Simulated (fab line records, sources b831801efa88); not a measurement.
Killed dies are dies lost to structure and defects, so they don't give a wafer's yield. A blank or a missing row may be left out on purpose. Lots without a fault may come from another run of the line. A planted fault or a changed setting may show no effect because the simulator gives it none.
Which tool did it? | flow sfq_line | 14 lots, 42 wafers sampled, at 3 steps of a route of 325

WHAT THE GAUGES READ, wafer by wafer
The record holds no reading of a measuring or inspecting step that can be judged against a usual standard deviation.

WHICH TOOL RAN EACH LOT (tool, then ch and the chambers of the sampled wafers, then the start)
lot  | SFQ_TRILAYER_I1_CMP_CMP_046   | SFQ_TRILAYER_I1_METRO_MEASURE_047 | SFQ_TRILAYER_I1_VIA_ETCH_VIA_ETCH_052
L933 | cmp-02 ch 0,1, day 23 22:51   | film_metro-03, day 24 01:58       | rie_diel-01 ch 1,2, day 24 05:30
L934 | cmp-02 ch 0,2,3, day 24 08:20 | film_metro-03, day 24 10:57       | rie_diel-02 ch 0,3, day 26 07:59
L935 | cmp-02 ch 0,1,3, day 25 05:41 | film_metro-02, day 25 07:42       | rie_diel-01 ch 0,2,3, day 26 10:11
L936 | cmp-01 ch 0,2,3, day 25 14:34 | film_metro-02, day 25 17:05       | rie_diel-02 ch 1,3, day 26 12:35
L937 | cmp-02 ch 1,2,3, day 26 00:21 | film_metro-04, day 26 02:58       | rie_diel-03 ch 0,1,3, day 26 17:23
L941 | cmp-01 ch 1,2,3, day 27 21:58 | film_metro-03, day 28 00:35       | rie_diel-03 ch 0,2, day 34 09:10
L945 | cmp-01 ch 0,3, day 28 18:01   | film_metro-04, day 28 21:44       | rie_diel-02 ch 0,1, day 35 00:46
L946 | cmp-01 ch 0,2,3, day 29 07:02 | film_metro-04, day 29 10:09       | rie_diel-02 ch 0,1,3, day 35 11:34
L950 | cmp-02 ch 0,2,3, day 30 09:20 | film_metro-02, day 30 11:57       | rie_diel-02 ch 0,2,3, day 36 18:55
L952 | cmp-01 ch 0,1, day 31 19:20   | film_metro-02, day 31 22:52       | rie_diel-01 ch 1,2, day 38 08:21
L953 | cmp-01 ch 0,1,2, day 32 01:20 | film_metro-02, day 32 04:28       | rie_diel-01 ch 0,1,2, day 38 14:21
L954 | cmp-02 ch 0,3, day 32 15:36   | film_metro-02, day 32 18:55       | rie_diel-02 ch 0,1,2, day 39 02:21
L955 | cmp-01 ch 0,1,2, day 33 04:46 | film_metro-04, day 33 07:53       | rie_diel-02 ch 0,1,3, day 39 16:45
L956 | cmp-01 ch 0,2,3, day 33 14:16 | film_metro-03, day 33 16:53       | rie_diel-03 ch 0,3, day 40 01:35
- SFQ_TRILAYER_I1_CMP_CMP_046: polishes SiO2.
- SFQ_TRILAYER_I1_METRO_MEASURE_047
- SFQ_TRILAYER_I1_VIA_ETCH_VIA_ETCH_052: etches SiO2 in CHF3, stops on Nb, target depth 260 nm.

WHAT THE TOOLS THEMSELVES READ (means of the sampled wafers that have a number; where no wafer has one, the mark that the record gives instead)
SFQ_TRILAYER_I1_CMP_CMP_046. Usual: edge_zone_pressure_frac 1.000, standard deviation 0.0052; motor_current_A 10.1 A, standard deviation 1.1; time_to_endpoint_s 216 s, standard deviation 6.3.
lot  | tool   | edge_zone_pressure_frac | motor_current_A (A) | time_to_endpoint_s (s) | flag
L933 | cmp-02 | 1.006                   | 9.8                 | 218                    |
L934 | cmp-02 | 1.002                   | 9.6                 | 214                    |
L935 | cmp-02 | 1.001                   | 9.5                 | 226                    |
L936 | cmp-01 | 1.001                   | 10.9                | 218                    |
L937 | cmp-02 | 1.004                   | 10.1                | 215                    |
L941 | cmp-01 | 1.001                   | 10.2                | 220                    |
L945 | cmp-01 | 1.002                   | 11.7                | 226                    |
L946 | cmp-01 | 0.996                   | 10.7                | 210                    |
L950 | cmp-02 | 0.999                   | 9.5                 | 221                    |
L952 | cmp-01 | 1.007                   | 10.5                | 215                    |
L953 | cmp-01 | 1.001                   | 9.9                 | 223                    |
L954 | cmp-02 | 0.998                   | 9.1                 | 217                    |
L955 | cmp-01 | 0.996                   | 9.7                 | 212                    |
L956 | cmp-01 | 1.002                   | 10.9                | 213                    |

SFQ_TRILAYER_I1_METRO_MEASURE_047. Usual: thk_nm 200.1 nm, standard deviation 0.96.
lot  | tool          | thk_nm (nm) | flag
L933 | film_metro-03 | 200.7       |
L934 | film_metro-03 | 201.1       |
L935 | film_metro-02 | 199.8       |
L936 | film_metro-02 | 200.4       |
L937 | film_metro-04 | 200.4       |
L941 | film_metro-03 | 199.9       |
L945 | film_metro-04 | 189.6       | OFF
L946 | film_metro-04 | 195.6       | OFF
L950 | film_metro-02 | 200.5       |
L952 | film_metro-02 | 200.6       |
L953 | film_metro-02 | 200.4       |
L954 | film_metro-02 | 200.4       |
L955 | film_metro-04 | 200.1       |
L956 | film_metro-03 | 199.6       |

SFQ_TRILAYER_I1_VIA_ETCH_VIA_ETCH_052. Usual: drypump_motor_current_A 5.7 A, standard deviation 0.64; oes_product_au 0.855 a.u., standard deviation 0.005.
lot  | tool        | drypump_motor_current_A (A) | oes_product_au (a.u.) | flag
L933 | rie_diel-01 | 5.4                         | 0.850                 |
L934 | rie_diel-02 | 5.8                         | 0.857                 |
L935 | rie_diel-01 | 6.2                         | 0.852                 |
L936 | rie_diel-02 | 5.4                         | 0.858                 |
L937 | rie_diel-03 | 6.3                         | 0.857                 |
L941 | rie_diel-03 | 5.6                         | 0.856                 |
L945 | rie_diel-02 | 5.4                         | 0.829                 | OFF
L946 | rie_diel-02 | 5.6                         | 0.849                 |
L950 | rie_diel-02 | 5.6                         | 0.858                 |
L952 | rie_diel-01 | 6.1                         | 0.859                 |
L953 | rie_diel-01 | 5.6                         | 0.853                 |
L954 | rie_diel-02 | 5.5                         | 0.856                 |
L955 | rie_diel-02 | 5.6                         | 0.854                 |
L956 | rie_diel-03 | 6.0                         | 0.858                 |

THE ANSWER, worked out from the rows above alone
Rule: a lot is off if the mean of its wafers that have a number lies more than 3 standard deviations from the usual mean. A lot without any number at a reading at which 4 lots or more have one is off too. The other lots that the step has rows for count as sound. The gauges are gone through in route order, then the tools' own readings, and for those a lot's mean is taken as printed above. The first step at which some lot is off is used, and at that step the reading that is off furthest; a lot without a number counts as furthest.
Off: L945, L946, at SFQ_TRILAYER_I1_METRO_MEASURE_047 (thk_nm).
A tool fits if, at that step or a process step before it, it ran every lot that is off, and no sound lot after the first of them. None of those tried fits.

WHAT THE SIMULATOR HAD PUT IN
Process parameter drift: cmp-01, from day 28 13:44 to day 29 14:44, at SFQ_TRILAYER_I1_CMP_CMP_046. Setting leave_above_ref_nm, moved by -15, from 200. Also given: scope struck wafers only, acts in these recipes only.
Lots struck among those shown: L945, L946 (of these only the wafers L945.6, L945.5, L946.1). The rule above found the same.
